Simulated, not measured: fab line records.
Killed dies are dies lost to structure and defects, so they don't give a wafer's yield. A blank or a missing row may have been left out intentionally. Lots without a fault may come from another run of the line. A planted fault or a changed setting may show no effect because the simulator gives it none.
Matching of chambers | flow sfq_line | cmp-02 running SFQ_TRILAYER_I1_CMP_CMP_046: 4 sister chambers
The step polishes SiO2. 8 wafers are shown with their chamber, then 8 later ones without.

## EACH WAFER AND ITS CHAMBER
wafer  | chamber | motor_current_A (A) | time_to_endpoint_s (s)
L733.6 | 0       | 9.3                 | 213
L736.1 | 3       | 11.9                | 202
L736.2 | 0       | 9.9                 | 196
L736.3 | 2       | 10.7                | 206
L745.3 | 3       | 12.1                | 205
L745.2 | 2       | 9.8                 | 204
L745.4 | 1       | 11.2                | 207
L747.1 | 1       | 11.3                | 206

## WAFERS WITHOUT THEIR CHAMBER
wafer  | motor_current_A (A) | time_to_endpoint_s (s)
L747.3 | 10.1                | 205
L747.4 | 12.3                | 213
L749.3 | 11.2                | 211
L749.5 | 10.2                | 210
L749.6 | 12.3                | 212
L750.4 | 10.4                | 218
L750.5 | 12.1                | 220
L750.6 | 10.3                | 226

## THE CHAMBER EACH PASSED THROUGH
wafer  | from the rows above          | in truth
L747.3 | can't be placed: 2 or 0      | 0
L747.4 | can't be placed: 3 or 1      | 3
L749.3 | can't be placed: 1 or 3 or 2 | 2
L749.5 | can't be placed: 2 or 0 or 1 | 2
L749.6 | can't be placed: 3 or 1      | 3
L750.4 | can't be placed: 2 or 1 or 0 | 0
L750.5 | can't be placed: 3 or 1      | 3
L750.6 | can't be placed: 2 or 0 or 1 | 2
Placed correctly: 0 of 8. From these rows, 8 cannot be placed; in 8 the true chamber is one of the candidates. Placed wrongly: 0.
How it was worked out, from the rows above alone: a wafer's distance from a chamber is the root of the sum, over the readings, of the square of ((its reading less the chamber's mean) divided by the reading's scatter). If the next closest chamber is less than 2 further off than the closest, the wafer can't be placed; otherwise it belongs to the closest. A chamber's mean is the mean of its shown wafers. The scatter is the square root of a quotient: the sum, over the shown wafers, of each reading's squared deviation from its chamber's mean, divided by wafers minus chambers.
